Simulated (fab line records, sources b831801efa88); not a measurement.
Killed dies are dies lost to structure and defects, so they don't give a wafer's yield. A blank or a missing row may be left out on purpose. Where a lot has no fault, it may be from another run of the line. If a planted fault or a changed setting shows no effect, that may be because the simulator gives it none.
fab line records ; flow sky130
record: lots: 5; wafers: 15; last_day: 49
route steps=708 shown FIELD_ISO@4 PAD_OPEN@708
lots that met no fault: from a run of the same line without faults
start_h: start of the lot's first displayed wafer, in hours after the record's first day ; wait_h: hours elapsed since this lot's preceding step ; " identical to the entry in the row above ; L1.1+2: a row that stands for several wafers ; - no value, or no start given ; * or withheld: withheld ; < > ~ a bound
route shown NAME@n: NAME is a module with steps in the file, n the number in the route of the first one ; usual: mean and standard deviation over wafers with no fault ; same: alike in all rows ; chamber/n: place in a boat ; sites: each site's reading ; _std_site: standard deviation of those values ; _edge_site: inner sites' mean taken away from outer sites' mean ; radius_mm: for every site, how far away it sits from the centre of the wafer ; mask NAME#n: copy n ; behind: the last tool/chamber to shape the wafer ; hold: what put the lot on hold/how long, in hours/how the hold closed ; device: the transistor (n, p or np) that didn't switch ; end of line: the tests these same wafers got at the end of their route ; a step given without rows: its recipe and nothing more ; killed: dies lost to structure and defects at the first sort, not the wafer's yield ; map: shows each die of a wafer: x if killed, . if not, _ if none is there
set.NAME: setting as actually run; set.NAME@STEP: the setting as run at that earlier step ; model.NAME: the simulator's own value behind a step, which no gauge read
a table for each step, a row for each wafer; lots at some steps of the route
services: from which hour (start_h, from the record's first day; less than 0 if before it) a tool's chamber was out of use, for how many hours, and why
== steps ==
step: SKY_FIELD_ISO_CVD_03
recipe: material: Si3N4; precursor: DCS/NH3; target_thk_nm: 165; temp_c: 770; time_s: 2830; pressure_mtorr: 250
step: SKY_FIELD_ISO_THK_MEAS_04
recipe: reads: Si3N4_of_FIELD_ISO_CVD_03
usual: FIELD_ISO_CVD_03_THK: 164.6/1.5
lot.wafer;tool;chamber;start_h;wait_h;FIELD_ISO_CVD_03_THK[nm]
L379.1;film_metro-02;-;29.97;0.0;164.8
L379.3;film_metro-02;-;29.97;0.0;164.8
L379.4;film_metro-02;-;29.97;0.0;165.3
L380.4;film_metro-02;-;34.93;0.0;164.8
L380.5;film_metro-02;-;34.93;0.0;164.8
L380.6;film_metro-02;-;34.93;0.0;163.6
L385.1;film_metro-04;-;59.94;0.0;161.0
L385.3;film_metro-04;-;59.94;0.0;161.8
L385.5;film_metro-04;-;59.94;0.0;162.8
L387.2;film_metro-01;-;70.06;0.0;162.0
L387.3;film_metro-01;-;70.06;0.0;162.4
L387.5;film_metro-01;-;70.06;0.0;162.9
L395.2;film_metro-01;-;111.84;0.0;164.4
L395.3;film_metro-01;-;111.84;0.0;165.5
L395.4;film_metro-01;-;111.84;0.0;165.5
step: SKY_FIELD_ISO_DEHYDRATE_05
recipe: temp_c: 200; time_s: 60
step: SKY_FIELD_ISO_HMDS_06
recipe: prime_time_s: 60; prime_temp_c: 120
step: SKY_FIELD_ISO_COAT_07
recipe: resist: BARC; temp_c: withheld; time_s: withheld; spin_rpm: 3000; resist_thk_nm: 60
step: SKY_FIELD_ISO_COAT_08
recipe: resist: KrF-thick; spin_rpm: 3000; resist_thk_nm: 450
step: SKY_FIELD_ISO_SOFTBAKE_09
recipe: temp_c: 100; time_s: 90; resist: KrF-thick
step: SKY_FIELD_ISO_EXPOSE_10
recipe: mask_id: FOM; na: 0.68; source_shape: annular; sigma_inner: 0.4; sigma_outer: 0.8; target_cd_nm: 150; dose_mj: 28
step: SKY_FIELD_ISO_PEB_11
recipe: peb_temp_c: withheld; peb_time_s: withheld; resist: KrF-thick
step: SKY_FIELD_ISO_DEVELOP_12
recipe: develop_time_s: 60; resist: KrF-thick; dev_temp_c: 21
step: SKY_FIELD_ISO_CD_MEAS_13
recipe: target_cd_nm: 150
usual: cd_nm: 150.1/1.4
lot.wafer;tool;chamber;start_h;wait_h;cd_nm
L379.1;cd_sem-01;-;45.03;-;149.4
L379.3;cd_sem-01;-;45.03;-;150.7
L379.4;cd_sem-01;-;45.03;-;149.2
L380.4;cd_sem-02;-;50.75;-;152.0
L380.5;cd_sem-02;-;50.75;-;150.9
L380.6;cd_sem-02;-;50.75;-;152.2
L385.1;cd_sem-02;-;76.48;-;151.6
L385.3;cd_sem-02;-;76.48;-;152.3
L385.5;cd_sem-02;-;76.48;-;151.3
L387.2;cd_sem-02;-;87.41;-;146.8
L387.3;cd_sem-02;-;87.41;-;147.8
L387.5;cd_sem-02;-;87.41;-;146.7
L395.2;cd_sem-01;-;129.60;-;149.6
L395.3;cd_sem-01;-;129.60;-;149.7
L395.4;cd_sem-01;-;129.60;-;149.9
step: SKY_FIELD_ISO_ETCH_14
recipe: chemistry: N2/H2; target: BARC; ion_energy_ev: 200; source_w: 500; bias_w: 100; pressure_mtorr: 30; n2_flow_sccm: 100; h2_flow_sccm: 200; stop_on: SiO2; time_s: 45.9; target_depth_a: 600
usual: bias_w: 100.04/0.3; drypump_motor_current_A: 5.6/0.4; oes_product_au: 0.855/0.0045; throttle_valve_pct: 13.225/0.0096
lot.wafer;tool;chamber;start_h;wait_h;bias_w;drypump_motor_current_A;oes_product_au;rf_hours_counter_h;throttle_valve_pct
L379.1;rie_diel-02;0;45.15;0.1;100.24;5.2;0.859;111;13.214
L379.3;rie_diel-02;1;45.15;0.1;100.31;5.8;0.855;31;13.229
L379.4;rie_diel-02;3;45.15;0.1;100.14;5.3;0.860;163;13.247
L380.4;rie_diel-02;2;50.81;0.0;100.08;5.6;0.854;2;13.230
L380.5;rie_diel-02;1;50.81;0.0;99.71;5.8;0.849;-;13.217
L380.6;rie_diel-02;2;50.81;0.0;100.59;5.6;0.861;-;13.226
L385.1;rie_diel-01;0;76.60;0.1;99.67;5.7;0.851;15;13.234
L385.3;rie_diel-01;3;76.60;0.1;99.96;5.2;0.861;158;13.222
L385.5;rie_diel-01;3;76.60;0.1;100.67;5.2;0.859;-;13.222
L387.2;rie_diel-04;0;87.51;0.1;99.89;5.7;0.852;112;13.231
L387.3;rie_diel-04;3;87.51;0.1;99.75;6.0;0.855;40;13.242
L387.5;rie_diel-04;3;87.51;0.1;99.47;6.0;0.849;-;13.217
L395.2;rie_diel-02;0;129.70;0.1;100.04;5.2;0.858;112;13.207
L395.3;rie_diel-02;3;129.70;0.1;99.63;5.3;0.856;0;13.226
L395.4;rie_diel-02;1;129.70;0.1;100.20;5.8;0.855;32;13.212
step: SKY_FIELD_ISO_ETCH_15
recipe: chemistry: CHF3/O2; target_depth_nm: 180; stop_on: Si; source_w: 593.4; bias_w: 200; pressure_mtorr: 40; chf3_flow_sccm: 50; O2_flow_sccm: 5; time_s: 72
usual: bias_w: 199.9/0.6; drypump_motor_current_A: 5.6/0.4; oes_product_au: 0.945/0.0065; throttle_valve_pct: 8.844/0.009
lot.wafer;tool;chamber;start_h;wait_h;bias_w;drypump_motor_current_A;oes_product_au;rf_hours_counter_h;throttle_valve_pct
L379.1;rie_diel-02;0;45.20;0.0;200.3;5.1;0.937;111;8.842
L379.3;rie_diel-02;1;45.20;0.0;200.3;5.8;0.953;31;8.851
L379.4;rie_diel-02;3;45.20;0.0;199.9;5.3;0.945;163;8.843
L380.4;rie_diel-02;2;50.85;0.0;199.5;5.6;0.948;2;8.841
L380.5;rie_diel-02;1;50.85;0.0;200.2;5.8;0.954;-;8.837
L380.6;rie_diel-02;2;50.85;0.0;199.8;5.6;0.935;-;8.850
L385.1;rie_diel-01;0;76.65;0.0;199.3;5.7;0.936;15;8.851
L385.3;rie_diel-01;3;76.65;0.0;201.0;5.2;0.932;158;8.829
L385.5;rie_diel-01;3;76.65;0.0;199.6;5.2;0.937;-;8.829
L387.2;rie_diel-04;0;87.55;0.0;199.6;5.7;0.934;112;8.821
L387.3;rie_diel-04;3;87.55;0.0;199.3;6.0;0.936;40;8.848
L387.5;rie_diel-04;3;87.55;0.0;199.5;6.0;0.942;-;8.840
L395.2;rie_diel-02;0;129.75;0.0;171.9;5.1;0.944;112;8.850
L395.3;rie_diel-02;3;129.75;0.0;199.5;5.3;0.945;0;8.853
L395.4;rie_diel-02;1;129.75;0.0;200.3;5.8;0.951;32;8.829
step: SKY_FIELD_ISO_STRIP_16
recipe: chemistry: O2/N2; power_w: 1400; pressure_mtorr: 1500; platen_temp_c: withheld; o2_flow_sccm: 3000; n2_flow_sccm: 300; overash_fraction: 0.5
usual: drypump_motor_current_A: 6.1/0.41; oes_product_au: 0.378/0.0056; strip_time_to_endpoint_s: 3.54/0.055
lot.wafer;tool;chamber;start_h;wait_h;drypump_motor_current_A;oes_product_au;rf_hours_counter_h;strip_time_to_endpoint_s
L379.1;plasma_asher-02;1;45.25;0.0;5.7;0.372;36;3.48
L379.3;plasma_asher-02;1;45.25;0.0;5.7;0.378;-;3.55
L379.4;plasma_asher-02;0;45.25;0.0;5.6;0.377;-;3.47
L380.4;plasma_asher-03;1;50.94;0.1;6.7;0.370;-;3.52
L380.5;plasma_asher-03;1;50.94;0.1;6.7;0.386;-;3.56
L380.6;plasma_asher-03;0;50.94;0.1;5.7;0.379;-;3.53
L385.1;plasma_asher-03;1;76.70;0.0;6.7;0.372;38;3.60
L385.3;plasma_asher-03;0;76.70;0.0;5.7;0.390;-;3.63
L385.5;plasma_asher-03;1;76.70;0.0;6.7;0.383;-;3.63
L387.2;plasma_asher-04;0;87.61;0.0;6.2;0.387;39;3.64
L387.3;plasma_asher-04;1;87.61;0.0;6.3;0.377;-;3.57
L387.5;plasma_asher-04;0;87.61;0.0;6.3;0.378;-;3.55
L395.2;plasma_asher-03;1;129.80;0.0;6.7;0.382;44;3.62
L395.3;plasma_asher-03;0;129.80;0.0;5.7;0.370;-;3.49
L395.4;plasma_asher-03;1;129.80;0.0;6.7;0.376;-;3.56
step: SKY_PAD_OPEN_PROBE_99
usual: killed_at_M0_to_M3: 42/7; killed_at_M4_up: 3.2/1.6; killed_at_contacts: 24/5.8; killed_at_front_end: 16/4.3; killed_at_other: 0.3/0.62; killed_dies: 86/9.5; killed_open: 46/6.4; killed_short: 39/6.3
same: gross_dies: 492; killed_at_back_side: 0
lot.wafer;tool;chamber;start_h;wait_h;killed_at_M0_to_M3;killed_at_M4_up;killed_at_contacts;killed_at_front_end;killed_at_other;killed_dies;killed_open;killed_short
L379.1;prober-01;-;1102.82;0.1;31;7;20;12;0;70;43;27
L379.4;prober-01;-;1102.97;0.2;36;1;24;13;0;74;41;29
L387.2;prober-01;-;1147.69;0.1;38;3;21;18;0;80;44;36
L387.3;prober-01;-;1147.74;0.2;41;3;16;21;0;81;47;34
L387.5;prober-01;-;1147.84;0.2;47;5;26;17;2;97;54;43
L395.2;prober-01;-;1187.22;0.1;41;2;21;12;0;76;49;27
L395.3;prober-01;-;1187.27;0.2;40;4;29;23;0;96;47;49
L395.4;prober-01;-;1187.32;0.2;43;4;31;17;2;97;47;50
killed by level:class
L379.1 LI_CONTACT:geometric_particle:open=10 VIA3:geometric_particle:open=5 CONTACT:geometric_particle:open=5 VIA1:geometric_particle:open=5 VIA2:geometric_particle:open=4 METAL4:geometric_particle:short=4 FIELD_ISO:geometric_particle:short=3 METAL1:geometric_particle:short=3
L379.4 VIA3:geometric_particle:open=9 VIA2:geometric_particle:open=7 CONTACT:geometric_particle:open=6 VIA1:geometric_particle:open=6 LI_CONTACT:geometric_particle:open=5 METAL2:geometric_particle:short=5 LI_CONTACT:geometric_particle:short=4 LOCAL_INTERCONNECT:geometric_particle:short=4
L387.2 VIA3:geometric_particle:open=9 CONTACT:geometric_particle:open=8 FIELD_ISO:geometric_particle:short=6 LOCAL_INTERCONNECT:geometric_particle:short=5 METAL1:geometric_particle:short=5 METAL2:geometric_particle:open=5 FIELD_ISO:geometric_particle:open=4 POLY_GATE:geometric_particle:short=4
L387.3 VIA1:geometric_particle:open=13 CONTACT:geometric_particle:open=8 VIA1:geometric_particle:short=7 METAL2:geometric_particle:short=6 FIELD_ISO:geometric_particle:short=5 POLY_GATE:geometric_particle:open=5 POLY_GATE:geometric_particle:short=5 VIA3:geometric_particle:open=5
L387.5 CONTACT:geometric_particle:open=9 LI_CONTACT:geometric_particle:open=8 VIA1:geometric_particle:open=8 VIA1:geometric_particle:short=7 VIA3:geometric_particle:open=7 VIA2:geometric_particle:open=6 FIELD_ISO:geometric_particle:short=5 FIELD_ISO:geometric_particle:open=5
L395.2 VIA1:geometric_particle:open=12 CONTACT:geometric_particle:open=10 VIA3:geometric_particle:open=6 LI_CONTACT:geometric_particle:open=5 VIA2:geometric_particle:open=5 FIELD_ISO:geometric_particle:short=4 METAL1:geometric_particle:short=4 METAL2:geometric_particle:short=4
L395.3 VIA1:geometric_particle:open=12 CONTACT:geometric_particle:open=9 FIELD_ISO:geometric_particle:open=7 CONTACT:geometric_particle:short=7 POLY_GATE:geometric_particle:short=6 LI_CONTACT:geometric_particle:short=6 VIA1:geometric_particle:short=6 VIA3:geometric_particle:open=5
L395.4 CONTACT:geometric_particle:open=9 VIA1:geometric_particle:open=9 CONTACT:geometric_particle:short=8 VIA3:geometric_particle:open=7 LI_CONTACT:geometric_particle:open=5 FIELD_ISO:geometric_particle:short=5 LI_CONTACT:geometric_particle:short=5 METAL1:geometric_particle:short=5
== services ==
tool;chamber;start_h;hours;kind
plasma_asher-02;-;25.16;0.4;repair
plasma_asher-02;-;33.38;1.0;repair
rie_diel-01;3;33.68;1.8;repair
plasma_asher-04;-;64.88;14.6;pm
rie_diel-02;3;92.06;-;clean
rie_diel-02;3;92.06;15.0;scheduled_down
rie_diel-02;3;92.06;15.0;vent_cycle
plasma_asher-02;-;108.75;9.0;pm
plasma_asher-02;0;108.75;9.0;vent_cycle
plasma_asher-02;1;108.75;9.0;vent_cycle
rie_diel-01;0;110.05;7.0;repair
rie_diel-02;3;113.46;7.2;repair
plasma_asher-02;-;117.02;0.3;repair
plasma_asher-02;0;117.75;-;clean
plasma_asher-02;1;117.75;-;clean
rie_diel-01;3;127.07;-;clean
rie_diel-01;3;127.07;17.4;scheduled_down
rie_diel-01;3;127.07;17.4;vent_cycle
== key ==
first_sign: step: SKY_FIELD_ISO_ETCH_15; reading: bias_w; direction: down; sigmas: 46; usual: 199.9; struck: 171.9
effect none on later readings
met_at SKY_FIELD_ISO_ETCH_15
struck_wafers L395.2
tester_left_out L395
onset_between 45.20 129.75
fault: kind: process_parameter_drift; tool: rie_diel-02; chamber: 0; onset_h: 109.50; steps: SKY_FIELD_ISO_ETCH_15; channel: bias_w; offset: -26.644; shape: step; end_h: 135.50; acts_in: these_recipes_only; stated: 200
tester_left_out: of these lots the tester's yield and bins aren't shown, on N5 and GAA mostly nor the transistor test; their killed dies are dies lost to structure and defects alone, not to doping, threshold or leakage, so they don't give the yield
